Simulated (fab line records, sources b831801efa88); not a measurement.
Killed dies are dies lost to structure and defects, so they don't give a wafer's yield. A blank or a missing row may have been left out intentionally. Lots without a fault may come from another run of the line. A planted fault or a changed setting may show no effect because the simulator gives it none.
Chamber matching	flow gf180mcu	3 sister chambers for GF_MIM_CVD_05 on pecvd-01
The step deposits Si3N4, target thk 42 nm, time 29.086 s. 3 wafers are shown with their chamber, then 8 later ones without.

== EACH WAFER AND ITS CHAMBER ==
wafer	chamber	heater power w (W)
L345.2	1	477
L345.6	0	697
L346.2	2	622

== WAFERS WITHOUT THEIR CHAMBER ==
wafer	heater power w (W)
L346.4	609
L346.5	395
L347.1	599
L347.4	391
L347.5	598
L348.3	421
L348.4	611
L348.6	630

== WHICH CHAMBER EACH ONE RAN IN ==
wafer	from the rows above	in truth
L346.4	can't be placed: 2 or 0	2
L346.5	1	1
L347.1	can't be placed: 2 or 0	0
L347.4	1	1
L347.5	can't be placed: 2 or 0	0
L348.3	1	1
L348.4	can't be placed: 2 or 0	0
L348.6	can't be placed: 2 or 0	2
Placed correctly: 3 of 8. Can't be placed from these rows: 5 (the true chamber is among the candidates in 5). Number placed wrongly: 0.
How it was worked out, from the rows above alone: a wafer's distance from a chamber is the root of the sum, over the readings, of the square of ((its reading less the chamber's mean) divided by the reading's scatter). If the next closest chamber is less than 2 further off than the closest, the wafer can't be placed; otherwise it belongs to the closest. For every chamber, the mean is computed from those of its wafers that are shown. The scatter: with one shown wafer a chamber, the root of the mean of the squares of how far each hidden wafer lies from its nearest shown one.
